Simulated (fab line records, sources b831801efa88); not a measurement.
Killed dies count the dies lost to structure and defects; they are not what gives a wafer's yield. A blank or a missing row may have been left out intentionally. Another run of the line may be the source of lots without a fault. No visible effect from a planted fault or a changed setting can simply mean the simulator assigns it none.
Problem report in the 8D (eight disciplines) form, filled by code -- flow sfq line -- the parts of the form that need people (team, actions taken, sign-off) are left out

== 1. THE PROBLEM ==
SFQ_TRILAYER_I4_CMP_CMP_100, time to endpoint s: mean 280 s over 1 wafer from 1 lot; wafers with no fault: 217 s, standard deviation 6.4. That is +9.8 standard deviations from the usual mean.
The step: polishes SiO2.
First observed at day 50 23:26: wafer L679.4, on cmp-02. The record has a number at this step for 39 wafers belonging to 13 lots. By rule, "out" or "out of limits" means more than 4 standard deviations away from the usual mean. All remaining wafers that have a number are taken as sound.

== 2. WHAT IT IS; WHAT IT IS NOT ==
question,is,is not
which readings at this step,time to endpoint s,motor current A
which lots,L679,"L658, L659, L661, L663, L664, L665, L666, L667, L668, L669, L670, L671"
which wafers of those lots,L679.4,"L679.3, L679.5"
read on which tools,cmp-02,cmp-01
when,from day 50 23:26,up to then (37 sound wafers); but 1 sound wafer of L679 came after

== 3. SUSPECTS, AND WHAT RULES EACH OUT ==
Counting: a tool at a process step up to the reading stays a suspect if it ran every lot that is out. Sound lots after the first of them don't rule it out here, since some wafers of a struck lot are sound.
- rie metal-01 at SFQ_TRILAYER_L0_VIA_STRIP_STRIP_017 (strips in O2): kept. It processed L679, the lot that is out, at day 13 01:49, and its most recent sound lot before then was L670 at day 10 09:14.
- cmp-02 at SFQ_TRILAYER_I4_CMP_CMP_100 (polishes SiO2): kept. It processed L679, the lot that is out, at day 50 23:26, and its most recent sound lot before then was L671 at day 47 19:08. Its own time to endpoint s readings are out on those wafers.
- The sound lot-mates ran in chamber 3 of cmp-02 at SFQ_TRILAYER_I4_CMP_CMP_100, but the wafers that are out ran in chamber 0.
The count leaves cmp-02 at SFQ_TRILAYER_I4_CMP_CMP_100 and rie metal-01 at SFQ_TRILAYER_L0_VIA_STRIP_STRIP_017.

== 4. THE CAUSE (what the simulator had put in) ==
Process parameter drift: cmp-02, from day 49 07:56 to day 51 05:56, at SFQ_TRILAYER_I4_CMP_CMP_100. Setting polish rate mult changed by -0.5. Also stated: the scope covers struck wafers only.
Counting left 2 suspects, and this tool is among them.

== 5. SEQUENCE OF EFFECTS, ordered by route ==
Each row: a reading where the mean over the struck wafers with a number is more than 3 standard deviations away from the usual. Only readings for which the record gives a usual standard deviation are gone through. hours: the time from each lot's start at the first step in this table that gives one to its start at this step, as a median over the lots. sigmas: the change in usual standard deviations.
hours,step,reading,usual,on struck wafers,change,sigmas
0,SFQ_TRILAYER_I4_CMP_CMP_100,time to endpoint s,217 s,280,+63,+9.8
7,SFQ_TRILAYER_I4_METRO_MEASURE_101,thk nm,200.0 nm,305.8,+105.8,+99 or more
124,SFQ_TRILAYER_I4_VIA_ETCH_VIA_ETCH_106,oes product au,0.855 a.u.,1.020,+0.165,+32
Process steps it contains:
- SFQ_TRILAYER_I4_CMP_CMP_100: polishes SiO2.
- SFQ_TRILAYER_I4_METRO_MEASURE_101
- SFQ_TRILAYER_I4_VIA_ETCH_VIA_ETCH_106: etches SiO2 in CHF3, stops on Nb, target depth 260 nm.
Later measuring or inspecting steps at which every struck wafer that the step has a row for has a number for every such reading, and none has moved that far: SFQ_I4_BOW_MEAS_927, SFQ_JJ_OVL_MEAS_931.

== 6. HOW IT WOULD HAVE BEEN CAUGHT EARLIER ==
In this record no reading fell out of limits until day 50 23:26, 40 hours after the fault had begun at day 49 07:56.
